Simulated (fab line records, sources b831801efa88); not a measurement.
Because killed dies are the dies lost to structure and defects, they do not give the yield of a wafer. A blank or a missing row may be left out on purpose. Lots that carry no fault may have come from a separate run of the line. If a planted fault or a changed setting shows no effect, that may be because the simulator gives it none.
Matching of chambers || flow sky130 || rie-si-02 running SKY_POLY_GATE_ETCH_17: 4 sister chambers
The step etches poly-Si in HBr/Cl2, stops on SiO2, target depth 180 nm, time 70.5 s. 4 wafers are shown with their chamber, then 7 later ones without.

WAFERS WITH THEIR CHAMBER
{"wafer": "L227.1", "chamber": 2, "drypump-motor-current-A (A)": 4.9}
{"wafer": "L232.1", "chamber": 0, "drypump-motor-current-A (A)": 6.2}
{"wafer": "L232.3", "chamber": 1, "drypump-motor-current-A (A)": 4.9}
{"wafer": "L242.4", "chamber": 3, "drypump-motor-current-A (A)": 6.2}

WAFERS MISSING THEIR CHAMBER
{"wafer": "L242.6", "drypump-motor-current-A (A)": 4.9}
{"wafer": "L246.2", "drypump-motor-current-A (A)": 6.2}
{"wafer": "L246.5", "drypump-motor-current-A (A)": 4.9}
{"wafer": "L246.6", "drypump-motor-current-A (A)": 6.2}
{"wafer": "L247.2", "drypump-motor-current-A (A)": 4.9}
{"wafer": "L247.4", "drypump-motor-current-A (A)": 4.9}
{"wafer": "L247.6", "drypump-motor-current-A (A)": 6.3}

CHAMBER TAKEN BY EACH
{"wafer": "L242.6", "from the rows above": "can't be placed: 1 or 2", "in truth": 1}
{"wafer": "L246.2", "from the rows above": "can't be placed: 0 or 3", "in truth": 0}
{"wafer": "L246.5", "from the rows above": "can't be placed: 1 or 2", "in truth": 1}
{"wafer": "L246.6", "from the rows above": "can't be placed: 0 or 3", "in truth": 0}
{"wafer": "L247.2", "from the rows above": "can't be placed: 1 or 2", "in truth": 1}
{"wafer": "L247.4", "from the rows above": "can't be placed: 1 or 2", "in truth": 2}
{"wafer": "L247.6", "from the rows above": "can't be placed: 0 or 3", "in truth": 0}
Correct placement for 0 of the 7. Unplaceable from these rows: 7, with the true chamber sitting among the candidates in 7. Number placed wrongly: 0.
How it was worked out, from the rows above alone: a wafer's distance from a chamber is the root of the sum, over the readings, of the square of ((its reading less the chamber's mean) divided by the reading's scatter). The wafer belongs to the nearest chamber; if the next one is less than 2 further off, it can't be placed. The mean given for a chamber averages the wafers shown for that chamber. The scatter: with one shown wafer a chamber, the root of the mean of the squares of how far each hidden wafer lies from its nearest shown one.
